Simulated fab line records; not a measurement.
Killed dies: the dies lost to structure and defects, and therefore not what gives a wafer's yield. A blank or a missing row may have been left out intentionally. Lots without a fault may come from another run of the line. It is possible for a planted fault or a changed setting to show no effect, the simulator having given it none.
Check for tools in common :: flow gf180mcu :: Sampled: 12 lots, 36 wafers

== WHAT PROMPTED THE OPENING ==
2 of 12 lots carry a flag on the reading VT_IMPLANT_4_TW at GF_VT_IMPLANT_TW_MEAS_43. No-fault wafers: 693, standard deviation 5.1.
Rule: a lot gets a flag if all its wafers with a number sit over 4 standard deviations from that mean, or if no wafer of it has a number. The rest of the lots are taken to be sound.

lot: L516
measured: day 7 18:46
on: film_metro-03
VT_IMPLANT_4_TW, wafer by wafer: 693 696 691
flag: 

lot: L518
measured: day 8 09:55
on: film_metro-04
VT_IMPLANT_4_TW, wafer by wafer: 704 697 699
flag: 

lot: L523
measured: day 9 17:25
on: film_metro-03
VT_IMPLANT_4_TW, wafer by wafer: 690 691 691
flag: 

lot: L524
measured: day 10 00:21
on: film_metro-01
VT_IMPLANT_4_TW, wafer by wafer: 692 691 687
flag: 

lot: L526
measured: day 10 12:56
on: film_metro-01
VT_IMPLANT_4_TW, wafer by wafer: 689 688 685
flag: 

lot: L527
measured: day 10 18:40
on: film_metro-03
VT_IMPLANT_4_TW, wafer by wafer: 693 688 689
flag: 

lot: L529
measured: day 11 09:32
on: film_metro-03
VT_IMPLANT_4_TW, wafer by wafer: 695 697 695
flag: 

lot: L530
measured: day 11 14:28
on: film_metro-04
VT_IMPLANT_4_TW, wafer by wafer: 697 696 694
flag: 

lot: L531
measured: day 11 22:08
on: film_metro-04
VT_IMPLANT_4_TW, wafer by wafer: 697 696 698
flag: 

lot: L534
measured: day 13 08:56
on: film_metro-03
VT_IMPLANT_4_TW, wafer by wafer: 568 570 569
flag: FLAGGED

lot: L535
measured: day 13 11:25
on: film_metro-04
VT_IMPLANT_4_TW, wafer by wafer: 567 572 568
flag: FLAGGED

lot: L536
measured: day 13 14:29
on: film_metro-01
VT_IMPLANT_4_TW, wafer by wafer: 689 690 691
flag: 
On average the flagged lots' numbers are 569, which is -124 against the usual, or -24 standard deviations.

== TOOL THAT RAN EACH LOT ==
3 process steps preceding the reading are held in the record, out of 602 steps in the route. Every cell lists first the tool, next ch and the chambers used by the sampled wafers, and last the start.
lot: L516
flag: 
GF_DNWELL_STRIP_08: plasma_asher-01 ch 0,1, day 3 00:01
GF_VT_IMPLANT_STRIP_20: plasma_asher-04 ch 0, day 6 11:30
GF_VT_IMPLANT_IMPLANT_41: implanter-01 ch 0, day 7 18:31

lot: L518
flag: 
GF_DNWELL_STRIP_08: plasma_asher-01 ch 0,1, day 3 12:51
GF_VT_IMPLANT_STRIP_20: plasma_asher-01 ch 0,1, day 7 01:39
GF_VT_IMPLANT_IMPLANT_41: implanter-04 ch 0, day 8 09:42

lot: L523
flag: 
GF_DNWELL_STRIP_08: plasma_asher-02 ch 0,1, day 4 14:14
GF_VT_IMPLANT_STRIP_20: plasma_asher-03 ch 0,1, day 8 08:12
GF_VT_IMPLANT_IMPLANT_41: implanter-01 ch 0, day 9 17:12

lot: L524
flag: 
GF_DNWELL_STRIP_08: plasma_asher-01 ch 1, day 4 19:16
GF_VT_IMPLANT_STRIP_20: plasma_asher-04 ch 0,1, day 8 13:52
GF_VT_IMPLANT_IMPLANT_41: implanter-02 ch 0, day 10 00:06

lot: L526
flag: 
GF_DNWELL_STRIP_08: plasma_asher-02 ch 0,1, day 5 05:37
GF_VT_IMPLANT_STRIP_20: plasma_asher-01 ch 0,1, day 9 02:02
GF_VT_IMPLANT_IMPLANT_41: implanter-02 ch 0, day 10 12:42

lot: L527
flag: 
GF_DNWELL_STRIP_08: plasma_asher-01 ch 0,1, day 5 10:22
GF_VT_IMPLANT_STRIP_20: plasma_asher-04 ch 0,1, day 9 07:27
GF_VT_IMPLANT_IMPLANT_41: implanter-04 ch 0, day 10 18:26

lot: L529
flag: 
GF_DNWELL_STRIP_08: plasma_asher-01 ch 1, day 5 21:01
GF_VT_IMPLANT_STRIP_20: plasma_asher-03 ch 0,1, day 9 21:11
GF_VT_IMPLANT_IMPLANT_41: implanter-01 ch 0, day 11 09:17

lot: L530
flag: 
GF_DNWELL_STRIP_08: plasma_asher-01 ch 0,1, day 6 02:55
GF_VT_IMPLANT_STRIP_20: plasma_asher-03 ch 0,1, day 10 02:06
GF_VT_IMPLANT_IMPLANT_41: implanter-04 ch 0, day 11 14:13

lot: L531
flag: 
GF_DNWELL_STRIP_08: plasma_asher-01 ch 0, day 6 08:04
GF_VT_IMPLANT_STRIP_20: plasma_asher-03 ch 0,1, day 10 10:31
GF_VT_IMPLANT_IMPLANT_41: implanter-04 ch 0, day 11 21:53

lot: L534
flag: FLAGGED
GF_DNWELL_STRIP_08: plasma_asher-02 ch 0,1, day 7 09:20
GF_VT_IMPLANT_STRIP_20: plasma_asher-04 ch 0,1, day 11 18:35
GF_VT_IMPLANT_IMPLANT_41: implanter-04 ch 0, day 13 08:41

lot: L535
flag: FLAGGED
GF_DNWELL_STRIP_08: plasma_asher-01 ch 0,1, day 7 10:28
GF_VT_IMPLANT_STRIP_20: plasma_asher-03 ch 0,1, day 11 20:07
GF_VT_IMPLANT_IMPLANT_41: implanter-04 ch 0, day 13 11:10

lot: L536
flag: 
GF_DNWELL_STRIP_08: plasma_asher-01 ch 0,1, day 7 14:36
GF_VT_IMPLANT_STRIP_20: plasma_asher-04 ch 0,1, day 11 23:15
GF_VT_IMPLANT_IMPLANT_41: implanter-02 ch 0, day 13 14:16
These steps, and what they do:
- GF_DNWELL_STRIP_08: strips in O2/N2.
- GF_VT_IMPLANT_STRIP_20: strips in O2/N2.
- GF_VT_IMPLANT_IMPLANT_41
- GF_VT_IMPLANT_TW_MEAS_43

== FLAGGED AGAINST TOTAL, ONE TOOL AT A TIME (gauges that did the reading follow at the end) ==
step: GF_DNWELL_STRIP_08
tool: plasma_asher-01
lots run: 9
flagged: 1
share of the flagged lots: some
sound lots run after its first flagged lot: 1 (L536)

step: GF_DNWELL_STRIP_08
tool: plasma_asher-02
lots run: 3
flagged: 1
share of the flagged lots: some
sound lots run after its first flagged lot: 0

step: GF_VT_IMPLANT_STRIP_20
tool: plasma_asher-01
lots run: 2
flagged: 0
share of the flagged lots: none
sound lots run after its first flagged lot: -

step: GF_VT_IMPLANT_STRIP_20
tool: plasma_asher-03
lots run: 5
flagged: 1
share of the flagged lots: some
sound lots run after its first flagged lot: 0

step: GF_VT_IMPLANT_STRIP_20
tool: plasma_asher-04
lots run: 5
flagged: 1
share of the flagged lots: some
sound lots run after its first flagged lot: 1 (L536)

step: GF_VT_IMPLANT_IMPLANT_41
tool: implanter-01
lots run: 3
flagged: 0
share of the flagged lots: none
sound lots run after its first flagged lot: -

step: GF_VT_IMPLANT_IMPLANT_41
tool: implanter-02
lots run: 3
flagged: 0
share of the flagged lots: none
sound lots run after its first flagged lot: -

step: GF_VT_IMPLANT_IMPLANT_41
tool: implanter-04
lots run: 6
flagged: 2
share of the flagged lots: all
sound lots run after its first flagged lot: 0

step: GF_VT_IMPLANT_TW_MEAS_43
tool: film_metro-01
lots run: 3
flagged: 0
share of the flagged lots: none
sound lots run after its first flagged lot: -

step: GF_VT_IMPLANT_TW_MEAS_43
tool: film_metro-03
lots run: 5
flagged: 1
share of the flagged lots: some
sound lots run after its first flagged lot: 0

step: GF_VT_IMPLANT_TW_MEAS_43
tool: film_metro-04
lots run: 4
flagged: 1
share of the flagged lots: some
sound lots run after its first flagged lot: 0

== THE TABLE: WHAT IT ALLOWS ==
All flagged lots share 1 row of the table, namely implanter-04 at GF_VT_IMPLANT_IMPLANT_41.
- implanter-04 at GF_VT_IMPLANT_IMPLANT_41: 2 of its 6 lots flagged. It ran its last sound lot, L531, at day 11 21:53 and its first flagged lot, L534, at day 13 08:41: a fault with its onset between the two fits. Its own readings lie more than 4 standard deviations out on every wafer of the flagged lots: dose_ions_cm2, faraday_current_uA.
Just one tool remains: implanter-04 at GF_VT_IMPLANT_IMPLANT_41.

== WHAT HAD BEEN PUT IN BY THE SIMULATOR ==
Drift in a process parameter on implanter-04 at GF_VT_IMPLANT_IMPLANT_41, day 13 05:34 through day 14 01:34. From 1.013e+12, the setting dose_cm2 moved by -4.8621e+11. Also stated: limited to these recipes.
Struck lots among those shown: L534, L535. The rule given above showed the same thing.
